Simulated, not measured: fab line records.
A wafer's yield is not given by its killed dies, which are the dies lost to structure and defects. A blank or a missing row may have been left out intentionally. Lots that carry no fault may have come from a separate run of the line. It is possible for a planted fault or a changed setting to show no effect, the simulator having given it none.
A struck lot beside a sound one ; flow sky130 ; 15 steps out of a route of 708
Sound: wafers L812.1, L812.2, L812.6. Wafers struck: L816.3, L816.4, L816.6. The cause comes at the end.
Order at every step that has rows: each side's tool, ch and its chambers, its first start. Under that, the readings that differ: sound wafers ; struck wafers ; difference of the means ; sigmas: that difference in standard deviations of wafers without a fault.
alike: words and numbers the same on both sides, and readings whose means are apart by under 2 such deviations; not compared: readings that were withheld, readings missing a value for some wafer, numbers with overlapping values and no deviation given by the record, and bounds like >300 which may hide the same value.
The two part at a step that has a row with sigmas, a row that says differs or no value, or rows on one side only. When numbers do not overlap yet have no deviation, they are printed without sigmas and do not part them. A reading missing from all wafers of one side parts the sides only when that side holds two or more wafers.

first, 3 steps without rows for these wafers: SKY_LDD_N_EXPOSE_04 (exposes mask NTM, target cd 840 nm); SKY_LDD_N_PEB_05; SKY_LDD_N_DEVELOP_06 (develop time 60 s).
SKY_LDD_N_OVL_MEAS_07:
  struck on overlay-01, day 22 01:48; sound on overlay-01, day 20 22:05
  alike: LDD_N_OVL
then, 8 steps without rows for these wafers: SKY_LDD_N_IMPLANT_08; SKY_LDD_N_IMPLANT_09; SKY_LDD_N_IMPLANT_10; SKY_LDD_N_IMPLANT_11; SKY_LDD_N_IMPLANT_12; SKY_LDD_N_IMPLANT_13; SKY_LDD_N_IMPLANT_14; SKY_LDD_N_IMPLANT_15.
SKY_LDD_N_STRIP_16: strips in O2/N2.
  sound on plasma-asher-01 ch 0,1, day 20 23:19; struck on plasma-asher-04 ch 0,1, day 22 03:03
reading;sound;struck;difference;sigmas
oes-product-au (a.u.);0.401 0.406 0.397;0.618 0.618 0.609;+0.214;+45
strip-time-to-endpoint-s (s);4.297 4.290 4.305;- - -;no value on the struck wafers;
  alike: drypump-motor-current-A, n2-flow-sccm
  not compared: rf-hours-counter-h
SKY_LDD_N_TW_MEAS_17:
  struck on film-metro-03, day 22 03:08; sound on film-metro-02, day 20 23:25
  alike: LDD_N_TW
-- here the record skips 27 days between the struck wafers' starts before and after, leaving off in module LDD_N and picking up in module PAD_OPEN (first step shown: number 708 of the route) --
SKY_PAD_OPEN_PROBE_99:
  struck on prober-02, day 49 00:43; sound on prober-01, day 48 06:16
  alike: killed_at_M0_to_M3, killed_at_M4_up, killed-at-contacts, killed-at-front-end, killed-at-other, killed-dies, killed-on-rim, killed-open, killed-short

## WHERE THEY PART
Only at SKY_LDD_N_STRIP_16, as far as this record shows. Later steps at which nothing parts them and some readings are alike: SKY_LDD_N_TW_MEAS_17, SKY_PAD_OPEN_PROBE_99.

WHY: whatever the simulator had introduced
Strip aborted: plasma-asher-04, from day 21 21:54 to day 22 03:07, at SKY_LDD_N_STRIP_16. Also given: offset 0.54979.
